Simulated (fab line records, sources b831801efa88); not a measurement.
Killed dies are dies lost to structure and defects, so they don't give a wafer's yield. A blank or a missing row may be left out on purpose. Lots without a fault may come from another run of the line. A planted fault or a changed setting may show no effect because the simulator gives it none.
Which tool did it? | flow sky130 | 12 lots, 36 wafers sampled, at 2 steps of a route of 708

WHAT THE GAUGES READ, wafer by wafer
SKY_VT_ADJUST_PCH_OVL_MEAS_07.
lot  | measured     | on         | VT_ADJUST_PCH_OVL (nm)
L075 | day 10 19:49 | overlay-01 | 0.8 0.9 0.7
L077 | day 11 10:01 | overlay-02 | -2.6 -2.7 0.3
L079 | day 12 08:13 | overlay-01 | 0.1 -1.1 -1.0
L081 | day 12 12:17 | overlay-01 | 0.2 -1.0 0.4
L083 | day 13 07:55 | overlay-02 | 1.7 1.1 0.7
L085 | day 14 04:40 | overlay-01 | -1.3 0.8 -0.8
L087 | day 14 13:04 | overlay-02 | 1.6 2.0 1.5
L089 | day 15 01:58 | overlay-01 | 0.4 1.0 0.6
L091 | day 15 17:25 | overlay-02 | 2.5 1.6 1.3
L093 | day 16 13:59 | overlay-01 | -0.2 -1.7 -1.3
L095 | day 16 22:28 | overlay-02 | -1.2 0.0 -0.4
L097 | day 17 20:07 | overlay-01 | 0.2 1.7 1.3

WHICH TOOL RAN EACH LOT (tool, then ch and the chambers of the sampled wafers, then the start)
lot  | SKY_FIELD_ISO_ETCH_15
L075 | rie_diel-04 ch 0,1,3, day 2 13:26
L077 | rie_diel-04 ch 1,2,3, day 2 22:44
L079 | rie_diel-04 ch 2,3, day 3 10:35
L081 | rie_diel-02 ch 1,2,3, day 3 17:53
L083 | rie_diel-02 ch 0,2, day 4 06:05
L085 | rie_diel-02 ch 0,2,3, day 4 19:53
L087 | rie_diel-03 ch 1,3, day 5 00:26
L089 | rie_diel-03 ch 0,3, day 5 10:53
L091 | rie_diel-02 ch 0,1,2, day 5 20:38
L093 | rie_diel-02 ch 0,1, day 6 11:59
L095 | rie_diel-02 ch 0,1, day 6 17:32
L097 | rie_diel-04 ch 0,2, day 7 04:47
- SKY_FIELD_ISO_ETCH_15: etches the open film in CHF3/O2, stops on Si, target depth 180 nm, time 72 s.

THE ANSWER, worked out from the rows above alone
Rule: what is usual is taken from the lots themselves. Put in order of their means at a reading, lots are off if they are a third of the lots or fewer, leave a main group of 4 or more, and stand apart from it by a gap of 3 or more times the standard deviation of the main group's means; of several such gaps the widest counts. A main group whose means are all the same, to the digits that the tables above print for the reading, isn't used. A lot without any number at a reading at which 4 lots or more have one is off too. The other lots that the step has rows for count as sound.
No lot is off at any reading shown: from this, nothing can be told.

WHAT THE SIMULATOR HAD PUT IN
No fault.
